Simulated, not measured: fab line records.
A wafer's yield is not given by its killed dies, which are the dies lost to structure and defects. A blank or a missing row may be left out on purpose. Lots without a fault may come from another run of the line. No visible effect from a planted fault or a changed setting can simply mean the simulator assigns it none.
fab line records	flow sky130
[record] lots = 6	wafers = 17	lastDay = 50
route steps=708 shown POLY_CUT@314 SD_P@320 PAD_OPEN@708
lots untouched by any fault: they come from a run of this same line in which no faults occurred
startH: hours from the record's opening day to when the first of the lot's shown wafers began	waitH: hours elapsed since this lot's preceding step	" same as the row above	L1.1+2: one row covering several wafers at once	- either no value or no given start	* or withheld: withheld	< > ~ a bound
route shown NAME@n: a module of which the file shows steps, and the number in the route of the first	usual: mean and standard deviation over wafers with no fault	same: alike in all rows	chamber/n: place in a boat	sites: the reading at each site	_std_site: their standard deviation	_edge_site: inner sites' mean taken away from outer sites' mean	radiusMm: for every site, how far away it sits from the centre of the wafer	mask NAME#n: copy n	behind: the last tool/chamber to shape the wafer	hold: why the lot went on hold/how many hours it stayed there/how the hold came to an end	device: the transistor (n, p or np) that didn't switch	end of line: the route-end tests of the same wafers	a step with no rows: only its recipe	killed: the dies lost at the first sort to structure and to defects; this is not the yield of the wafer	map: a wafer's dies, x killed, . not, _ none there
set.NAME: the setting the step ran with; set.NAME@STEP: the setting that earlier step ran with	model.NAME: the simulator's own value behind a step, which no gauge read
certain route steps with their lots: each step a table, each wafer a row
services: a tool's chamber out of use, with start hour (startH, from the record's first day; less than 0 if before it), hours out, and reason
[[steps]]
[step SKY_POLY_CUT_DEVELOP_07]
[recipe] developTimeS = 60	resist = KrF-thick	devTempC = 21
[step SKY_POLY_CUT_CD_MEAS_08]
[recipe] targetCdNm = 270
[usual] cdNm = 269.8/1.3
lot.wafer	tool	chamber	startH	waitH	cdNm
L604.2	cdSem-02	-	574.68	-	270.1
L604.3	"	-	"	"	270.1
L604.6	"	-	"	"	270.3
L609.1	cdSem-01	-	642.67	-	270.6
L609.5	"	-	"	"	269.6
L611.3	cdSem-02	-	661.09	-	268.7
L611.4	"	-	"	"	268.6
L611.6	"	-	"	"	269.4
L616.2	cdSem-02	-	692.05	-	269.7
L616.5	"	-	"	"	271.6
L616.6	"	-	"	"	270.8
L622.2	cdSem-02	-	736.32	-	272.4
L622.4	"	-	"	"	270.6
L622.5	"	-	"	"	270.3
L624.2	cdSem-02	-	742.57	-	268.9
L624.4	"	-	"	"	270.4
L624.6	"	-	"	"	270.3
[step SKY_POLY_CUT_OVL_MEAS_09]
[usual] POLY_CUT_OVL = 1/4.2
lot.wafer	tool	chamber	startH	waitH	POLY_CUT_OVL[nm]
L604.2	overlay-01	-	574.78	0.1	-4
L604.3	"	-	"	"	-3
L604.6	"	-	"	"	3
L609.1	overlay-01	-	642.79	0.1	0
L609.5	"	-	"	"	2
L611.3	overlay-02	-	661.18	0.1	-1
L611.4	"	-	"	"	7
L611.6	"	-	"	"	9
L616.2	overlay-02	-	692.16	0.1	2
L616.5	"	-	"	"	6
L616.6	"	-	"	"	-3
L622.2	overlay-02	-	736.43	0.1	-2
L622.4	"	-	"	"	-1
L622.5	"	-	"	"	2
L624.2	overlay-01	-	742.67	0.1	5
L624.4	"	-	"	"	-2
L624.6	"	-	"	"	7
[step SKY_POLY_CUT_ETCH_10]
[recipe] chemistry = N2/H2	target = BARC	ionEnergyEv = 200	sourceW = 500	biasW = 100	pressureMtorr = 30	n2FlowSccm = 100	h2FlowSccm = 200	stopOn = SiO2	timeS = 45.9	targetDepthA = 600
[usual] drypumpMotorCurrentA = 5.7/0.45	oesProductAu = 0.855/0.0052	throttleValvePct = 13.225/0.0099
lot.wafer	tool	chamber	startH	waitH	drypumpMotorCurrentA	oesProductAu	rfHoursCounterH	throttleValvePct
L604.2	rieDiel-03	3	574.81	0.0	5.8	0.854	1	13.209
L604.3	"	1	"	"	5.7	0.856	34	13.227
L604.6	"	0	"	"	5.8	0.857	-	13.222
L609.1	rieDiel-03	0	642.83	0.0	5.9	0.860	9	13.232
L609.5	"	2	"	"	5.4	0.857	-	13.237
L611.3	rieDiel-01	3	661.20	0.0	5.7	0.855	6	13.223
L611.4	"	3	"	"	5.7	0.851	-	13.228
L611.6	"	1	"	"	5.9	0.849	-	13.222
L616.2	rieDiel-03	3	692.19	0.0	5.8	0.861	3	13.237
L616.5	"	3	"	"	5.8	0.859	-	13.233
L616.6	"	2	"	"	5.4	0.850	-	13.213
L622.2	rieDiel-01	1	736.46	0.0	6.0	0.857	13	13.209
L622.4	"	3	"	"	5.6	0.869	9	13.218
L622.5	"	0	"	"	5.4	0.861	-	13.228
L624.2	rieDiel-01	1	742.70	0.0	6.0	0.868	13	13.218
L624.4	"	2	"	"	5.1	0.853	14	13.226
L624.6	"	2	"	"	5.1	0.852	-	13.222
[step SKY_POLY_CUT_ETCH_11]
[recipe] target = Si3N4	chemistry = CF4/CH2F2/Ar	stopOn = poly-Si	sourceW = 600	biasW = 150	pressureMtorr = 40	cf4FlowSccm = 40	ch2f2FlowSccm = 20	Ar_flow_sccm = 150	timeS = 42.5	targetDepthA = 600
[usual] drypumpMotorCurrentA = 5.7/0.45	oesProductAu = 0.830/0.0074	throttleValvePct = 14.993/0.0096
lot.wafer	tool	chamber	startH	waitH	drypumpMotorCurrentA	oesProductAu	rfHoursCounterH	throttleValvePct
L604.2	rieDiel-03	3	574.85	0.0	5.8	0.826	1	14.982
L604.3	"	1	"	"	5.7	0.833	34	14.990
L604.6	"	0	"	"	5.9	0.833	-	14.963
L609.1	rieDiel-03	0	642.87	0.0	5.8	0.835	9	14.995
L609.5	"	2	"	"	5.4	0.828	-	15.003
L611.3	rieDiel-01	3	661.25	0.0	5.6	0.830	6	14.996
L611.4	"	3	"	"	5.6	0.823	-	14.978
L611.6	"	1	"	"	5.9	0.826	-	15.002
L616.2	rieDiel-03	3	692.23	0.0	5.8	0.820	3	14.995
L616.5	"	3	"	"	5.8	0.823	-	14.985
L616.6	"	2	"	"	5.4	0.823	-	14.995
L622.2	rieDiel-01	1	736.50	0.0	6.0	0.843	13	15.002
L622.4	"	3	"	"	5.6	0.837	9	14.986
L622.5	"	0	"	"	5.4	0.836	-	14.989
L624.2	rieDiel-01	1	742.75	0.0	6.0	0.828	13	14.993
L624.4	"	2	"	"	5.1	0.832	14	14.999
L624.6	"	2	"	"	5.1	0.822	-	14.986
[step SKY_POLY_CUT_STRIP_12]
[recipe] chemistry = O2/N2	powerW = 1400	pressureMtorr = 1500	platenTempC = withheld	o2FlowSccm = 3000	n2FlowSccm = 300	overashFraction = 0.5
[usual] drypumpMotorCurrentA = 5.4/0.43	oesProductAu = 0.452/0.0046	stripTimeToEndpointS = 5.354/0.015
[same] overashFraction = 0.5
lot.wafer	tool	chamber	startH	waitH	drypumpMotorCurrentA	oesProductAu	rfHoursCounterH	stripTimeToEndpointS
L604.2	plasmaAsher-01	0	574.89	0.0	5.4	0.447	46	5.328
L604.3	"	0	"	"	5.4	0.449	-	5.338
L604.6	"	1	"	"	5.3	0.444	-	5.339
L609.1	plasmaAsher-02	1	642.91	0.0	4.7	0.452	21	5.350
L609.5	"	0	"	"	5.7	0.458	-	5.365
L611.3	plasmaAsher-02	0	661.32	0.1	5.7	0.451	-	5.341
L611.4	"	1	"	"	4.7	0.450	-	5.375
L611.6	"	0	"	"	5.7	0.454	-	5.376
L616.2	plasmaAsher-02	1	692.27	0.0	4.7	0.443	26	5.328
L616.5	"	0	"	"	5.7	0.454	-	5.367
L616.6	"	1	"	"	4.7	0.455	-	5.362
L622.2	plasmaAsher-03	0	736.54	0.0	6.2	0.459	83	5.349
L622.4	"	1	"	"	5.9	0.456	-	5.352
L622.5	"	1	"	"	5.9	0.458	-	5.356
L624.2	plasmaAsher-03	1	742.79	0.0	5.9	0.450	84	5.347
L624.4	"	1	"	"	5.9	0.455	-	5.366
L624.6	"	0	"	"	6.2	0.455	-	5.338
[step SKY_SD_P_DEHYDRATE_00]
[recipe] tempC = 200	timeS = 60
[step SKY_SD_P_HMDS_01]
[recipe] primeTimeS = 60	primeTempC = 120
[step SKY_SD_P_COAT_02]
[recipe] resist = NOVOLAK	spinRpm = 3000	resistThkNm = 1140
[step SKY_SD_P_SOFTBAKE_03]
[recipe] tempC = 90	timeS = 60	resist = NOVOLAK
[step SKY_SD_P_EXPOSE_04]
[recipe] maskId = PSDM	na = 0.6	sourceShape = conventional	sigmaOuter = 0.6	polarization = unpolarized	targetCdNm = 380	doseMj = 138
[step SKY_SD_P_PEB_05]
[recipe] tempC = withheld	timeS = *	resist = NOVOLAK
[step SKY_SD_P_DEVELOP_06]
[recipe] resist = NOVOLAK	developer = TMAH	developTimeS = 60	devTempC = 23
lot.wafer	tool	chamber	startH	waitH
L604.2+3+6	lithoTrack-01	0	603.98	0.1
L609.1+5	lithoTrack-01	0	669.96	0.1
L611.3+4+6	lithoTrack-01	0	689.36	0.1
L616.2+5+6	lithoTrack-02	0	719.35	0.1
L622.2+4+5	lithoTrack-03	0	763.52	0.1
L624.2+4+6	lithoTrack-03	0	769.57	0.1
[step SKY_SD_P_CD_MEAS_07]
[recipe] targetCdNm = 380
[usual] cdNm = 379.7/2.4
lot.wafer	tool	chamber	startH	waitH	cdNm
L604.2	cdSem-01	-	604.13	0.1	378.5
L604.3	"	-	"	"	376.1
L604.6	"	-	"	"	376.5
L609.1	cdSem-01	-	670.11	0.1	381.5
L609.5	"	-	"	"	387.6
L611.3	cdSem-02	-	689.50	0.1	388.4
L611.4	"	-	"	"	375.5
L611.6	"	-	"	"	379.1
L616.2	cdSem-02	-	719.49	0.1	378.8
L616.5	"	-	"	"	377.5
L616.6	"	-	"	"	378.9
L622.2	cdSem-02	-	763.67	0.1	381.2
L622.4	"	-	"	"	381.2
L622.5	"	-	"	"	383.6
L624.2	cdSem-02	-	769.79	0.2	378.4
L624.4	"	-	"	"	379.9
L624.6	"	-	"	"	378.1
[step SKY_SD_P_OVL_MEAS_08]
[usual] SD_P_OVL = -0.4/1.5
lot.wafer	tool	chamber	startH	waitH	SD_P_OVL[nm]
L604.2	overlay-01	-	604.23	0.1	-0.4
L604.3	"	-	"	"	0.4
L604.6	"	-	"	"	-0.1
L609.1	overlay-01	-	670.23	0.1	-1.5
L609.5	"	-	"	"	-2.0
L611.3	overlay-02	-	689.59	0.1	1.2
L611.4	"	-	"	"	1.6
L611.6	"	-	"	"	0.7
L616.2	overlay-01	-	719.60	0.1	-0.4
L616.5	"	-	"	"	-2.9
L616.6	"	-	"	"	-0.8
L622.2	overlay-02	-	763.77	0.1	0.0
L622.4	"	-	"	"	0.4
L622.5	"	-	"	"	-1.0
L624.2	overlay-02	-	769.90	0.1	-0.8
L624.4	"	-	"	"	-0.1
L624.6	"	-	"	"	-2.2
[step SKY_PAD_OPEN_PROBE_99]
[usual] killed_at_M0_to_M3 = 43/7.8	killed_at_M4_up = 3.2/1.7	killedAtContacts = 24/5.2	killedAtFrontEnd = 15/4.5	killedAtOther = 0.4/0.65	killedDies = 87/9.1	killedOpen = 47/7.3	killedShort = 40/6.5
[same] grossDies = 492	killedAtBackSide = 0
lot.wafer	tool	chamber	startH	waitH	killed_at_M0_to_M3	killed_at_M4_up	killedAtContacts	killedAtFrontEnd	killedAtOther	killedDies	killedOpen	killedShort
L604.2	prober-02	-	1084.66	0.1	39	2	21	14	1	77	45	32
L604.3	prober-02	-	1084.71	0.2	35	5	28	16	0	84	42	41
L604.6	prober-02	-	1084.86	0.2	34	4	21	16	0	75	37	37
L616.2	prober-02	-	1163.58	0.1	45	4	25	18	0	92	51	41
L616.5	prober-02	-	1163.73	0.2	39	2	21	15	0	77	41	36
L616.6	prober-02	-	1163.78	0.2	60	3	16	15	0	94	42	52
// killed by level:class
L604.2 CONTACT:geometricParticle:open=10 METAL1:geometricParticle:short=9 VIA1:geometricParticle:open=7 VIA2:geometricParticle:open=6 LI_CONTACT:geometricParticle:open=5 VIA3:geometricParticle:open=5 FIELD_ISO:geometricParticle:short=4 POLY_GATE:geometricParticle:open=4
L604.3 CONTACT:geometricParticle:open=10 CONTACT:geometricParticle:short=9 POLY_GATE:geometricParticle:short=7 VIA3:geometricParticle:short=7 VIA3:geometricParticle:open=6 VIA2:geometricParticle:open=6 LI_CONTACT:geometricParticle:open=5 VIA1:geometricParticle:open=5
L604.6 METAL1:geometricParticle:short=10 CONTACT:geometricParticle:open=8 LI_CONTACT:geometricParticle:open=6 FIELD_ISO:geometricParticle:open=5 CONTACT:geometricParticle:short=5 VIA2:geometricParticle:open=5 POLY_GATE:geometricParticle:short=4 VIA1:geometricParticle:open=4
L616.2 VIA1:geometricParticle:open=13 CONTACT:geometricParticle:open=11 VIA1:geometricParticle:short=7 FIELD_ISO:geometricParticle:short=6 FIELD_ISO:geometricParticle:open=6 VIA2:geometricParticle:open=6 VIA3:geometricParticle:open=6 LI_CONTACT:geometricParticle:open=5
L616.5 LI_CONTACT:geometricParticle:open=8 VIA1:geometricParticle:open=7 FIELD_ISO:geometricParticle:open=5 CONTACT:geometricParticle:open=5 METAL2:geometricParticle:short=5 POLY_GATE:geometricParticle:short=4 LI_CONTACT:geometricParticle:short=4 VIA2:geometricParticle:open=4
L616.6 VIA1:geometricParticle:open=13 CONTACT:geometricParticle:open=10 VIA1:geometricParticle:short=9 METAL2:geometricParticle:short=9 VIA3:geometricParticle:open=6 VIA2:geometricParticle:open=6 FIELD_ISO:geometricParticle:short=5 POLY_GATE:geometricParticle:short=5
[[services]]
tool	chamber	startH	hours	kind
plasmaAsher-03	-	622.40	82.2	repair
rieDiel-01	0	635.23	5.8	repair
rieDiel-01	-	636.04	2.8	pm
lithoTrack-03	-	646.23	-	consumableReplace:filter
rieDiel-01	0	646.89	18.4	repair
rieDiel-01	2	686.71	35.9	repair
plasmaAsher-01	-	710.08	14.6	pm
rieDiel-01	0	720.45	3.4	repair
rieDiel-03	-	735.82	14.6	pm
[[key]]
[firstSign] step = SKY_SD_P_CD_MEAS_07	reading = cdNm	direction = up	sigmas = 3.4	usual = 379.7	struck = 388.0
effect none on later readings
metAt SKY_SD_P_DEVELOP_06
struckWafers L609.5,L611.3
testerLeftOut L609,L611
onsetBetween 603.98 669.96
[fault] kind = processParameterDrift	tool = lithoTrack-01	chamber = -	onsetH = 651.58	steps = SKY_SD_P_DEVELOP_06	channel = developTimeS	offset = *	shape = step	endH = 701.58	scope = struckWafersOnly	actsIn = *	stated = *
// testerLeftOut: of these lots the tester's yield and bins aren't shown, on N5 and GAA mostly nor the transistor test; their killed dies are dies lost to structure and defects alone, not to doping, threshold or leakage, so they don't give the yield
